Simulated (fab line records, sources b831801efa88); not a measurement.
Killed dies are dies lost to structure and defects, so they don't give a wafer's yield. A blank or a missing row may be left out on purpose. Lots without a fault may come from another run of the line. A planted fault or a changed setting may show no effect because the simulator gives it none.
Chamber matching | flow sky130 | SKY_VIA4_CMP_02 on cmp-02: 4 sister chambers
The step polishes SiO2. 4 wafers are shown with their chamber, then 6 later ones without.

WAFERS WITH THEIR CHAMBER
wafer  | chamber | head_pressure_psi (psi)
L208.3 | 0       | 4.011
L208.4 | 1       | 4.003
L209.2 | 2       | 3.997
L209.3 | 3       | 3.991

WAFERS WITHOUT THEIR CHAMBER
wafer  | head_pressure_psi (psi)
L209.5 | 4.000
L216.4 | 3.997
L216.5 | 3.994
L225.2 | 3.992
L225.4 | 3.997
L225.5 | 3.994

WHICH CHAMBER EACH WENT THROUGH
wafer  | from the rows above     | in truth
L209.5 | can't be placed: 1 or 2 | 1
L216.4 | 2                       | 2
L216.5 | can't be placed: 2 or 3 | 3
L225.2 | can't be placed: 3 or 2 | 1
L225.4 | 2                       | 2
L225.5 | can't be placed: 2 or 3 | 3
Placed correctly: 2 of 6. Can't be placed from these rows: 4 (the true chamber is among the candidates in 3). Placed wrongly: 0.
How it was worked out, from the rows above alone: a wafer's distance from a chamber is the root of the sum, over the readings, of the square of ((its reading less the chamber's mean) divided by the reading's scatter). The wafer belongs to the nearest chamber; if the next one is less than 2 further off, it can't be placed. A chamber's mean is the mean of its shown wafers. The scatter: with one shown wafer a chamber, the root of the mean of the squares of how far each hidden wafer lies from its nearest shown one.
